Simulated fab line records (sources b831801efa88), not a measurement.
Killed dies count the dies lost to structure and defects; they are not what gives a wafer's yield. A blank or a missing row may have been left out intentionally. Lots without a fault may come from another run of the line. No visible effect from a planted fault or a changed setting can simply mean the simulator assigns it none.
fab line records	flow sky130
record lots=6	wafers=18	last-day=50
route steps=708 shown LDD_LDN@289 SPACER@304 POLY_CUT@307 SD_P@320 PAD_OPEN@708
lots with no fault: from the same line, run without faults
start-h: hours from the record's opening day to when the first of the lot's shown wafers began	wait-h: hours from the lot's prior step to this one	" as in the row above	L1.1+2: a row that stands for several wafers	- no value present, or no start provided	* or withheld: withheld	< > ~ a bound
route shown NAME@n: names a module that has steps shown in the file, with the first one's number in the route	usual: average and standard deviation across the fault-free wafers	same: alike in all rows	chamber/n: place in a boat	sites: each site's reading	_std_site: how widely they spread, as a standard deviation	_edge_site: outer sites' mean less inner sites'	radius-mm: how far each site lies from the wafer's centre	mask NAME#n: copy n	behind: tool/chamber where the wafer was last shaped	hold: reason for holding the lot/hours on hold/outcome of the hold	device: which transistor (n, p or np) failed to switch	end of line: tests of these same wafers at the route's end	a step without rows: its recipe alone	killed: count of dies lost to structure and defects at first sort (not the wafer's yield)	map: the dies of a wafer, with x for killed, . for not killed, _ for no die there
set.NAME: the setting that was run; set.NAME@STEP: the one run at that earlier step	model.NAME: the simulator's own value behind a step, which no gauge read
certain route steps with their lots: each step a table, each wafer a row
services: when a tool's chamber went out of use (start-h, in hours from the record's first day, below 0 if earlier), for how many hours, and the reason
## steps
# step SKY_LDD_LDN_DEHYDRATE_00
# recipe temp-c=200	time-s=60
# step SKY_LDD_LDN_HMDS_01
# recipe prime-time-s=60	prime-temp-c=120
# step SKY_LDD_LDN_COAT_02
# recipe resist=NOVOLAK	spin-rpm=3000	resist-thk-nm=1140
# step SKY_LDD_LDN_SOFTBAKE_03
# recipe temp-c=90	time-s=60	resist=NOVOLAK
# step SKY_LDD_LDN_EXPOSE_04
# recipe mask-id=LDNTM	na=0.6	source-shape=conventional	sigma-outer=0.6	polarization=unpolarized	target-cd-nm=700	dose-mj=140
# step SKY_LDD_LDN_PEB_05
# recipe temp-c=withheld	time-s=*	resist=NOVOLAK
# step SKY_LDD_LDN_DEVELOP_06
# recipe resist=NOVOLAK	developer=TMAH	develop-time-s=60	dev-temp-c=23
# step SKY_LDD_LDN_OVL_MEAS_07
# usual LDD_LDN_OVL=-0.5/1.4
lot.wafer	tool	chamber	start-h	wait-h	LDD_LDN_OVL[nm]
L135.2	overlay-02	-	622.52	0.1	-0.8
L135.4	"	-	"	"	1.9
L135.6	"	-	"	"	1.3
L138.1	overlay-02	-	638.25	0.1	-0.2
L138.2	"	-	"	"	-1.8
L138.3	"	-	"	"	-2.5
L141.1	overlay-01	-	663.71	0.1	-1.1
L141.3	"	-	"	"	0.3
L141.6	"	-	"	"	-3.9
L143.1	overlay-02	-	677.99	0.1	-0.7
L143.2	"	-	"	"	-1.6
L143.5	"	-	"	"	-1.1
L146.2	overlay-02	-	700.54	0.1	0.5
L146.4	"	-	"	"	0.4
L146.6	"	-	"	"	0.8
L147.1	overlay-01	-	704.86	0.1	1.1
L147.4	"	-	"	"	0.4
L147.5	"	-	"	"	1.8
# step SKY_LDD_LDN_IMPLANT_08
# recipe species=As	energy-kev=15	dose-cm2=1.25e+13	tilt-deg=withheld	rotation-deg=23
# step SKY_LDD_LDN_IMPLANT_09
# recipe species=As	energy-kev=15	dose-cm2=1.25e+13	tilt-deg=withheld	rotation-deg=113
# step SKY_LDD_LDN_IMPLANT_10
# recipe species=As	energy-kev=15	dose-cm2=1.25e+13	tilt-deg=withheld	rotation-deg=203
# step SKY_LDD_LDN_IMPLANT_11
# recipe species=As	energy-kev=15	dose-cm2=1.25e+13	tilt-deg=withheld	rotation-deg=293
# step SKY_LDD_LDN_STRIP_12
# recipe chemistry=O2/N2	power-w=1400	pressure-mtorr=1500	platen-temp-c=withheld	o2-flow-sccm=3000	n2-flow-sccm=300	overash-fraction=0.5
# usual drypump-motor-current-A=6.0/0.46	oes-product-au=0.715/0.0043	strip-time-to-endpoint-s=14.18/0.038
# same overash-fraction=0.5
lot.wafer	tool	chamber	start-h	wait-h	drypump-motor-current-A	oes-product-au	rf-hours-counter-h	strip-time-to-endpoint-s
L135.2	plasma-asher-02	1	623.15	0.1	6.5	0.717	95	14.15
L135.4	"	0	"	"	6.6	0.717	-	14.18
L135.6	"	0	"	"	6.6	0.712	-	14.22
L138.1	plasma-asher-02	1	638.89	0.1	6.5	0.719	97	14.20
L138.2	"	0	"	"	6.6	0.716	97	14.20
L138.3	"	0	"	"	6.6	0.718	-	14.19
L141.1	plasma-asher-01	0	664.35	0.1	5.4	0.721	85	14.21
L141.3	"	1	"	"	6.6	0.715	-	14.23
L141.6	"	0	"	"	5.4	0.709	-	14.27
L143.1	plasma-asher-01	1	678.62	0.1	6.6	0.715	86	14.14
L143.2	"	0	"	"	5.4	0.703	86	14.19
L143.5	"	1	"	"	6.6	0.718	-	14.17
L146.2	plasma-asher-02	0	701.17	0.1	6.6	0.721	103	14.19
L146.4	"	1	"	"	6.5	0.721	-	14.18
L146.6	"	0	"	"	6.6	0.714	-	14.14
L147.1	plasma-asher-02	1	705.50	0.1	6.5	0.720	103	14.24
L147.4	"	0	"	"	6.6	0.711	-	14.15
L147.5	"	0	"	"	6.6	0.719	-	14.11
# step SKY_LDD_LDN_TW_MEAS_13
# usual LDD_LDN_TW=1476/9
lot.wafer	tool	chamber	start-h	wait-h	LDD_LDN_TW
L135.2	film-metro-01	-	623.26	0.1	1478
L135.4	"	-	"	"	1479
L135.6	"	-	"	"	1484
L138.1	film-metro-03	-	638.99	0.1	1474
L138.2	"	-	"	"	1472
L138.3	"	-	"	"	1475
L141.1	film-metro-03	-	664.45	0.1	1473
L141.3	"	-	"	"	1473
L141.6	"	-	"	"	1470
L143.1	film-metro-03	-	678.72	0.1	1463
L143.2	"	-	"	"	1468
L143.5	"	-	"	"	1474
L146.2	film-metro-04	-	701.28	0.1	1464
L146.4	"	-	"	"	1469
L146.6	"	-	"	"	1459
L147.1	film-metro-01	-	705.60	0.1	1488
L147.4	"	-	"	"	1480
L147.5	"	-	"	"	1492
# step SKY_LDD_LDN_CLEAN_14
# recipe chemistry=SC1/SC2	mix=1:4:20	temp-c=70	time-s=150	dry=n2-spin
# step SKY_SPACER_CVD_00
# recipe material=Si3N4	precursor=DCS/NH3	target-thk-nm=43.1	temp-c=770	time-s=740	pressure-mtorr=250
# step SKY_SPACER_THK_MEAS_01
# recipe reads=Si3N4_of_SPACER_CVD_00
# usual SPACER_CVD_00_THK=43.1/0.42
lot.wafer	tool	chamber	start-h	wait-h	SPACER_CVD_00_THK[nm]
L135.2	film-metro-02	-	624.95	0.0	42.9
L135.4	"	-	"	"	42.8
L135.6	"	-	"	"	43.1
L138.1	film-metro-02	-	641.31	0.0	43.1
L138.2	"	-	"	"	43.5
L138.3	"	-	"	"	43.3
L141.1	film-metro-04	-	666.06	0.0	43.0
L141.3	"	-	"	"	43.1
L141.6	"	-	"	"	43.3
L143.1	film-metro-02	-	681.19	0.0	44.1
L143.2	"	-	"	"	44.0
L143.5	"	-	"	"	44.2
L146.2	film-metro-03	-	704.80	0.0	42.6
L146.4	"	-	"	"	42.6
L146.6	"	-	"	"	42.8
L147.1	film-metro-02	-	708.40	0.0	42.8
L147.4	"	-	"	"	42.9
L147.5	"	-	"	"	43.2
# step SKY_SPACER_ETCHBACK_02
# recipe chemistry=CH3F/O2	target=Si3N4	stop-on=SiO2	source-w=400	bias-w=80	pressure-mtorr=25	ch3f-flow-sccm=40	O2_flow_sccm=30	time-s=46.7	target-depth-a=450
# usual ch3f-flow-sccm=39.98/0.12	drypump-motor-current-A=5.8/0.52	oes-product-au=0.856/0.007	throttle-valve-pct=10.562/0.0091
lot.wafer	tool	chamber	start-h	wait-h	ch3f-flow-sccm	drypump-motor-current-A	oes-product-au	rf-hours-counter-h	throttle-valve-pct
L135.2	rie-diel-01	3	625.00	0.0	40.02	5.6	0.848	13	10.550
L135.4	"	2	"	"	40.22	6.4	0.850	18	10.546
L135.6	"	1	"	"	39.87	6.2	0.857	-	10.566
L138.1	rie-diel-01	0	641.37	0.1	39.95	4.9	0.855	15	10.557
L138.2	"	1	"	"	40.05	6.2	0.858	2	10.557
L138.3	"	3	"	"	40.28	5.6	0.852	14	10.580
L141.1	rie-diel-01	0	666.12	0.1	39.97	4.9	0.854	15	10.555
L141.3	"	1	"	"	39.89	6.2	0.858	3	10.567
L141.6	"	3	"	"	39.86	5.6	0.859	-	10.565
L143.1	rie-diel-02	0	681.25	0.1	40.02	5.4	0.864	11	10.571
L143.2	"	2	"	"	40.04	5.3	0.868	15	10.553
L143.5	"	0	"	"	40.07	5.4	0.869	-	10.577
L146.2	rie-diel-04	2	704.85	0.0	40.11	6.7	0.853	2	10.562
L146.4	"	3	"	"	40.05	6.2	0.846	17	10.560
L146.6	"	0	"	"	39.84	5.6	0.855	-	10.558
L147.1	rie-diel-01	0	708.46	0.1	40.03	4.9	0.859	17	10.545
L147.4	"	2	"	"	39.68	6.4	0.854	20	10.568
L147.5	"	0	"	"	39.93	4.9	0.855	-	10.564
# step SKY_POLY_CUT_DEHYDRATE_00
# recipe temp-c=200	time-s=60
# step SKY_POLY_CUT_HMDS_01
# recipe prime-time-s=60	prime-temp-c=120
# step SKY_POLY_CUT_COAT_02
# recipe resist=BARC	temp-c=withheld	time-s=withheld	spin-rpm=3000	resist-thk-nm=60
# step SKY_POLY_CUT_COAT_03
# recipe resist=KrF-thick	spin-rpm=3000	resist-thk-nm=450
# step SKY_POLY_CUT_SOFTBAKE_04
# recipe temp-c=100	time-s=90	resist=KrF-thick
# step SKY_POLY_CUT_EXPOSE_05
# recipe mask-id=NPCM	na=0.8	source-shape=annular	sigma-inner=0.55	sigma-outer=0.85	target-cd-nm=270	dose-mj=32
# step SKY_POLY_CUT_PEB_06
# recipe peb-temp-c=withheld	peb-time-s=withheld	resist=KrF-thick
# step SKY_POLY_CUT_DEVELOP_07
# recipe develop-time-s=60	resist=KrF-thick	dev-temp-c=21
# step SKY_POLY_CUT_CD_MEAS_08
# recipe target-cd-nm=270
# usual cd-nm=270.7/1.6
lot.wafer	tool	chamber	start-h	wait-h	cd-nm
L135.2	cd-sem-02	-	653.75	-	269.4
L135.4	"	-	"	"	270.2
L135.6	"	-	"	"	271.2
L138.1	cd-sem-02	-	669.66	-	269.6
L138.2	"	-	"	"	267.7
L138.3	"	-	"	"	268.4
L141.1	cd-sem-01	-	694.52	-	270.4
L141.3	"	-	"	"	271.8
L141.6	"	-	"	"	271.6
L143.1	cd-sem-01	-	709.06	-	271.4
L143.2	"	-	"	"	271.8
L143.5	"	-	"	"	271.4
L146.2	cd-sem-01	-	731.51	-	267.6
L146.4	"	-	"	"	269.1
L146.6	"	-	"	"	269.6
L147.1	cd-sem-01	-	735.84	-	270.0
L147.4	"	-	"	"	269.3
L147.5	"	-	"	"	268.7
# step SKY_POLY_CUT_OVL_MEAS_09
# usual POLY_CUT_OVL=-2/5.5
lot.wafer	tool	chamber	start-h	wait-h	POLY_CUT_OVL[nm]
L135.2	overlay-01	-	653.86	0.1	-12
L135.4	"	-	"	"	-12
L135.6	"	-	"	"	-5
L138.1	overlay-01	-	669.78	0.1	0
L138.2	"	-	"	"	7
L138.3	"	-	"	"	-8
L141.1	overlay-01	-	694.64	0.1	-4
L141.3	"	-	"	"	-1
L141.6	"	-	"	"	4
L143.1	overlay-02	-	709.18	0.1	-4
L143.2	"	-	"	"	0
L143.5	"	-	"	"	4
L146.2	overlay-02	-	731.61	0.1	2
L146.4	"	-	"	"	2
L146.6	"	-	"	"	-8
L147.1	overlay-01	-	735.96	0.1	1
L147.4	"	-	"	"	5
L147.5	"	-	"	"	-1
# step SKY_POLY_CUT_ETCH_10
# recipe chemistry=N2/H2	target=BARC	ion-energy-ev=200	source-w=500	bias-w=100	pressure-mtorr=30	n2-flow-sccm=100	h2-flow-sccm=200	stop-on=SiO2	time-s=45.9	target-depth-a=600
# usual drypump-motor-current-A=6.0/0.5	oes-product-au=0.855/0.0045	throttle-valve-pct=13.225/0.0097
lot.wafer	tool	chamber	start-h	wait-h	drypump-motor-current-A	oes-product-au	rf-hours-counter-h	throttle-valve-pct
L135.2	rie-diel-03	0	653.89	0.0	5.9	0.855	3	13.233
L135.4	"	2	"	"	6.6	0.858	21	13.232
L135.6	"	0	"	"	5.9	0.847	-	13.224
L138.1	rie-diel-03	2	669.81	0.0	6.6	0.858	21	13.224
L138.2	"	0	"	"	5.9	0.854	4	13.253
L138.3	"	3	"	"	5.4	0.863	13	13.222
L141.1	rie-diel-01	1	694.67	0.0	6.2	0.849	4	13.214
L141.3	"	2	"	"	6.4	0.860	20	13.233
L141.6	"	1	"	"	6.2	0.861	-	13.228
L143.1	rie-diel-04	3	709.21	0.0	6.2	0.848	17	13.233
L143.2	"	1	"	"	6.1	0.849	16	13.228
L143.5	"	3	"	"	6.3	0.848	-	13.242
L146.2	rie-diel-03	1	731.64	0.0	5.8	0.854	22	13.224
L146.4	"	0	"	"	5.9	0.851	6	13.225
L146.6	"	2	"	"	6.6	0.865	-	13.219
L147.1	rie-diel-04	2	735.99	0.0	6.7	0.852	3	13.227
L147.4	"	0	"	"	5.6	0.853	-	13.225
L147.5	"	3	"	"	6.2	0.850	-	13.218
# step SKY_POLY_CUT_ETCH_11
# recipe target=Si3N4	chemistry=CF4/CH2F2/Ar	stop-on=poly-Si	source-w=600	bias-w=150	pressure-mtorr=40	cf4-flow-sccm=40	ch2f2-flow-sccm=20	Ar_flow_sccm=150	time-s=42.5	target-depth-a=600
# usual cf4-flow-sccm=39.99/0.13	ch2f2-flow-sccm=19.99/0.054	drypump-motor-current-A=6.0/0.5	oes-product-au=0.830/0.0058	throttle-valve-pct=14.994/0.0088
lot.wafer	tool	chamber	start-h	wait-h	cf4-flow-sccm	ch2f2-flow-sccm	drypump-motor-current-A	oes-product-au	rf-hours-counter-h	throttle-valve-pct
L135.2	rie-diel-03	0	653.93	0.0	40.18	19.97	5.8	0.821	3	15.005
L135.4	"	2	"	"	40.06	19.98	6.6	0.832	21	15.007
L135.6	"	0	"	"	40.02	20.06	5.8	0.823	-	15.001
L138.1	rie-diel-03	2	669.85	0.0	39.77	19.92	6.6	0.830	21	14.996
L138.2	"	0	"	"	40.02	19.94	5.8	0.818	4	14.984
L138.3	"	3	"	"	39.85	20.07	5.4	0.824	13	14.998
L141.1	rie-diel-01	1	694.72	0.0	39.81	20.02	6.2	0.830	4	15.010
L141.3	"	2	"	"	39.94	19.99	6.4	0.835	20	15.004
L141.6	"	1	"	"	39.72	20.02	6.2	0.816	-	14.995
L143.1	rie-diel-04	3	709.25	0.0	39.93	20.01	6.2	0.833	17	14.985
L143.2	"	1	"	"	39.77	19.99	6.1	0.837	16	15.015
L143.5	"	3	"	"	40.01	20.07	6.2	0.829	-	15.001
L146.2	rie-diel-03	1	731.68	0.0	39.95	19.98	5.8	0.829	22	14.978
L146.4	"	0	"	"	39.84	20.04	5.8	0.836	6	14.997
L146.6	"	2	"	"	40.04	19.90	6.6	0.837	-	15.005
L147.1	rie-diel-04	2	736.03	0.0	40.04	20.04	6.7	0.822	3	14.983
L147.4	"	0	"	"	40.17	19.89	5.6	0.828	-	14.986
L147.5	"	3	"	"	40.04	19.96	6.2	0.826	-	14.992
# step SKY_POLY_CUT_STRIP_12
# recipe chemistry=O2/N2	power-w=1400	pressure-mtorr=1500	platen-temp-c=withheld	o2-flow-sccm=3000	n2-flow-sccm=300	overash-fraction=0.5
# usual drypump-motor-current-A=6.2/0.44	oes-product-au=0.452/0.0048	strip-time-to-endpoint-s=5.358/0.016
# same overash-fraction=0.5
lot.wafer	tool	chamber	start-h	wait-h	drypump-motor-current-A	oes-product-au	rf-hours-counter-h	strip-time-to-endpoint-s
L135.2	plasma-asher-01	1	653.97	0.0	6.5	0.454	84	5.388
L135.4	"	0	"	"	5.4	0.454	-	5.381
L135.6	"	1	"	"	6.6	0.451	-	5.385
L138.1	plasma-asher-02	0	669.89	0.0	6.6	0.452	100	5.371
L138.2	"	1	"	"	6.4	0.451	100	5.382
L138.3	"	1	"	"	6.4	0.442	-	5.367
L141.1	plasma-asher-02	1	694.76	0.0	6.4	0.448	102	5.339
L141.3	"	0	"	"	6.6	0.453	-	5.368
L141.6	"	1	"	"	6.4	0.449	-	5.369
L143.1	plasma-asher-01	1	709.29	0.0	6.6	0.457	89	5.339
L143.2	"	0	"	"	5.4	0.451	89	5.345
L143.5	"	0	"	"	5.4	0.453	-	5.353
L146.2	plasma-asher-01	1	731.72	0.0	6.6	0.454	91	5.345
L146.4	"	0	"	"	5.4	0.458	-	5.383
L146.6	"	0	"	"	5.4	0.460	-	5.369
L147.1	plasma-asher-03	0	736.07	0.0	5.9	0.460	30	5.404
L147.4	"	0	"	"	5.9	0.457	-	5.375
L147.5	"	0	"	"	5.9	0.448	-	5.372
# step SKY_SD_P_DEHYDRATE_00
# recipe temp-c=200	time-s=60
# step SKY_SD_P_HMDS_01
# recipe prime-time-s=60	prime-temp-c=120
# step SKY_SD_P_COAT_02
# recipe resist=NOVOLAK	spin-rpm=3000	resist-thk-nm=1140
# step SKY_SD_P_SOFTBAKE_03
# recipe temp-c=90	time-s=60	resist=NOVOLAK
# step SKY_SD_P_EXPOSE_04
# recipe mask-id=PSDM	na=0.6	source-shape=conventional	sigma-outer=0.6	polarization=unpolarized	target-cd-nm=380	dose-mj=138
# step SKY_SD_P_PEB_05
# recipe temp-c=withheld	time-s=*	resist=NOVOLAK
# step SKY_SD_P_DEVELOP_06
# recipe resist=NOVOLAK	developer=TMAH	develop-time-s=60	dev-temp-c=23
# step SKY_SD_P_CD_MEAS_07
# recipe target-cd-nm=380
# usual cd-nm=379.6/2.1
lot.wafer	tool	chamber	start-h	wait-h	cd-nm
L135.2	cd-sem-02	-	682.31	0.1	380.1
L135.4	"	-	"	"	383.1
L135.6	"	-	"	"	380.5
L138.1	cd-sem-01	-	697.48	0.1	379.6
L138.2	"	-	"	"	378.5
L138.3	"	-	"	"	379.9
L141.1	cd-sem-01	-	722.79	0.1	379.8
L141.3	"	-	"	"	380.0
L141.6	"	-	"	"	378.1
L143.1	cd-sem-01	-	737.56	0.1	384.0
L143.2	"	-	"	"	380.4
L143.5	"	-	"	"	383.3
L146.2	cd-sem-01	-	758.01	0.1	381.3
L146.4	"	-	"	"	381.5
L146.6	"	-	"	"	382.8
L147.1	cd-sem-02	-	763.64	0.1	377.7
L147.4	"	-	"	"	378.0
L147.5	"	-	"	"	376.6
# step SKY_SD_P_OVL_MEAS_08
# usual SD_P_OVL=0.9/1.4
lot.wafer	tool	chamber	start-h	wait-h	SD_P_OVL[nm]
L135.2	overlay-02	-	682.41	0.1	1.9
L135.4	"	-	"	"	2.5
L135.6	"	-	"	"	3.9
L138.1	overlay-01	-	697.60	0.1	-0.8
L138.2	"	-	"	"	-0.3
L138.3	"	-	"	"	-1.9
L141.1	overlay-02	-	722.91	0.1	1.8
L141.3	"	-	"	"	3.1
L141.6	"	-	"	"	0.3
L143.1	overlay-02	-	737.68	0.1	2.9
L143.2	"	-	"	"	1.3
L143.5	"	-	"	"	0.6
L146.2	overlay-02	-	758.11	0.1	-1.2
L146.4	"	-	"	"	0.5
L146.6	"	-	"	"	-2.3
L147.1	overlay-02	-	763.76	0.1	0.8
L147.4	"	-	"	"	2.8
L147.5	"	-	"	"	4.0
# step SKY_SD_P_IMPLANT_09
# recipe species=BF2	energy-kev=20	dose-cm2=3e+15	tilt-deg=0
# step SKY_SD_P_STRIP_10
# recipe chemistry=O2/N2	power-w=1400	pressure-mtorr=1500	platen-temp-c=withheld	o2-flow-sccm=3000	n2-flow-sccm=300	overash-fraction=0.5
# usual drypump-motor-current-A=6.0/0.42	oes-product-au=0.618/0.0046	strip-time-to-endpoint-s=17.52/0.04
# same overash-fraction=0.5
lot.wafer	tool	chamber	start-h	wait-h	drypump-motor-current-A	oes-product-au	rf-hours-counter-h	strip-time-to-endpoint-s
L135.2	plasma-asher-04	1	682.59	0.1	6.0	0.622	55	17.48
L135.4	"	0	"	"	5.6	0.609	-	17.45
L135.6	"	0	"	"	5.6	0.612	-	17.51
L138.1	plasma-asher-01	1	697.79	0.1	6.6	0.620	88	17.55
L138.2	"	0	"	"	5.4	0.611	88	17.57
L138.3	"	0	"	"	5.4	0.619	-	17.54
L141.1	plasma-asher-03	0	723.09	0.1	6.0	0.621	29	17.50
L141.3	"	0	"	"	5.9	0.605	-	17.51
L141.6	"	0	"	"	6.0	0.623	-	17.54
L143.1	plasma-asher-04	1	737.87	0.1	6.0	0.621	60	17.53
L143.2	"	0	"	"	5.6	0.615	60	17.58
L143.5	"	1	"	"	6.0	0.610	-	17.59
L146.2	plasma-asher-03	1	758.29	0.1	6.4	0.619	33	17.48
L146.4	"	1	"	"	6.4	0.612	-	17.53
L146.6	"	1	"	"	6.4	0.616	-	17.51
L147.1	plasma-asher-03	0	763.94	0.1	5.9	0.617	33	17.56
L147.4	"	1	"	"	6.4	0.616	-	17.50
L147.5	"	0	"	"	5.9	0.615	-	17.51
# step SKY_PAD_OPEN_PROBE_99
# usual killed_at_M0_to_M3=42/6.9	killed_at_M4_up=3.2/1.7	killed-at-contacts=23/5.5	killed-at-front-end=16/4	killed-at-other=0.4/0.55	killed-dies=85/9.2	killed-open=46/6.8	killed-short=38/6.2
# same gross-dies=492	killed-at-back-side=0
lot.wafer	tool	chamber	start-h	wait-h	killed_at_M0_to_M3	killed_at_M4_up	killed-at-contacts	killed-at-front-end	killed-at-other	killed-dies	killed-open	killed-short
L135.2	prober-01	-	1142.78	0.1	35	0	25	54	0	114	40	31
L135.4	prober-01	-	1142.88	0.2	27	2	20	69	1	119	35	26
L135.6	prober-01	-	1142.98	0.2	38	1	16	69	1	125	41	26
L138.1	prober-01	-	1152.36	0.1	32	3	29	60	2	126	37	45
L138.2	prober-01	-	1152.41	0.1	41	3	20	77	1	142	45	32
L138.3	prober-01	-	1152.46	0.2	37	5	26	75	0	143	45	39
# killed by level:class
L135.2 LDD_LDN:unspecified=43 VIA1:geometric-particle:open=9 CONTACT:geometric-particle:short=7 CONTACT:geometric-particle:open=7 VIA3:geometric-particle:open=7 LI_CONTACT:geometric-particle:short=5 LI_CONTACT:geometric-particle:open=4 FIELD_ISO:geometric-particle:short=3
L135.4 LDD_LDN:unspecified=58 CONTACT:geometric-particle:open=9 VIA1:geometric-particle:open=7 VIA3:geometric-particle:open=5 LI_CONTACT:geometric-particle:short=4 VIA2:geometric-particle:open=4 LOCAL_INTERCONNECT:geometric-particle:short=4 METAL1:geometric-particle:short=4
L135.6 LDD_LDN:unspecified=58 VIA1:geometric-particle:open=10 VIA3:geometric-particle:open=10 CONTACT:geometric-particle:open=7 FIELD_ISO:geometric-particle:open=4 LI_CONTACT:geometric-particle:short=4 METAL2:geometric-particle:short=4 LI_CONTACT:geometric-particle:open=3
L138.1 LDD_LDN:unspecified=43 LOCAL_INTERCONNECT:geometric-particle:short=8 CONTACT:geometric-particle:short=7 METAL2:geometric-particle:short=7 POLY_GATE:geometric-particle:short=6 LI_CONTACT:geometric-particle:open=6 CONTACT:geometric-particle:open=6 VIA2:geometric-particle:open=6
L138.2 LDD_LDN:unspecified=65 VIA2:geometric-particle:open=11 VIA1:geometric-particle:open=8 CONTACT:geometric-particle:open=6 LI_CONTACT:geometric-particle:short=4 CONTACT:geometric-particle:short=4 METAL1:geometric-particle:open=4 LI_CONTACT:geometric-particle:open=3
L138.3 LDD_LDN:unspecified=59 LI_CONTACT:geometric-particle:open=9 VIA2:geometric-particle:open=7 CONTACT:geometric-particle:open=7 CONTACT:geometric-particle:short=6 METAL1:geometric-particle:short=5 POLY_GATE:geometric-particle:open=4 VIA1:geometric-particle:short=4
# map L135.6 (x killed, . not)
__________..xx......_________
________...xxxxx.xx..._______
______..x.xxxxxxxxxx...x_____
_____....xxxxxxxxx.x.....____
____.....xxxxxxxxxx....x..___
___....xx.xxxxxxxxxx..x....__
__x.......xxxxxxxx.x.x....x._
_....xx...x.x.x.x.....x......
_.....x.....x..x........x..x.
_.x.xx.x.x.........x....x...x
_.....................x.x..xx
_........................xxx.
_.....x..x.............x.....
_....................x.......
_..x....x....x.x.......xx....
__.......x..x..x.......xx..._
___........x.........x...x.__
____....x...x.......x..x..___
_____........x.....xx..x.____
______.x.....x.........._____
________...x.........x_______
__________.x........_________
# map L138.3 (x killed, . not)
__________x.xx..x..._________
________xx.xxxxx..xx.._______
______x..xx.xxxxxx..x..x_____
_____...xxxxxxxxxxx....x.____
____..x.xxxxxxxxxxx.xx....___
___.......xxxxxxxxx....x...__
__....x..xxx.xxxxxxx.x.....x_
_...x..xx..x..xxx...xx.......
_..........x......xx...x..x..
_..x.....x...x......x.....x..
_x............x.xx..x..xxx...
_x.x...........xxx...........
_x..x....x...x...............
_...x........x.x.............
_....x........x......x.....x.
__...x.x...........x..x.x..._
___..x...x..x...x..........__
____.x.............x..x.x.___
_____.....xx.x.x.x.......____
______x.......x.....x..._____
________..xx........xx_______
__________x.x......._________
## services
tool	chamber	start-h	hours	kind
rie-diel-01	3	601.40	1.5	repair
rie-diel-01	0	608.24	11.7	repair
plasma-asher-03	-	610.92	1.2	repair
rie-diel-03	3	629.16	3.5	repair
plasma-asher-01	-	682.91	0.3	repair
rie-diel-02	-	701.76	0.9	repair
rie-diel-01	-	710.02	68.1	repair
plasma-asher-02	-	733.75	9.0	pm
plasma-asher-02	0	733.75	9.0	vent-cycle
plasma-asher-02	1	733.75	9.0	vent-cycle
rie-diel-04	1	735.20	20.2	repair
plasma-asher-02	0	742.75	-	clean
plasma-asher-02	1	742.75	-	clean
plasma-asher-02	-	745.38	0.4	repair
rie-diel-03	0	745.63	1.4	repair
rie-diel-01	1	749.10	4.6	repair
## key
first-sign step=SKY_PAD_OPEN_PROBE_99	reading=killed-at-front-end	direction=up	sigmas=13	usual=16	struck=67
effect step=SKY_PAD_OPEN_PROBE_99	reading=killed-dies	direction=up	sigmas=4.7	usual=85	struck=128
met-at SKY_LDD_LDN_STRIP_12
struck-wafers L135.2,L135.4,L135.6,L138.1,L138.2,L138.3
tester-left-out L135,L138
fault kind=chamber-particle-source	tool=plasma-asher-02	chamber=-	onset-h=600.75	steps=SKY_LDD_LDN_STRIP_12	rate-per-visit-cm2=1.1694	end-h=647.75
# tester-left-out: of these lots the tester's yield and bins aren't shown, on N5 and GAA mostly nor the transistor test; their killed dies are dies lost to structure and defects alone, not to doping, threshold or leakage, so they don't give the yield
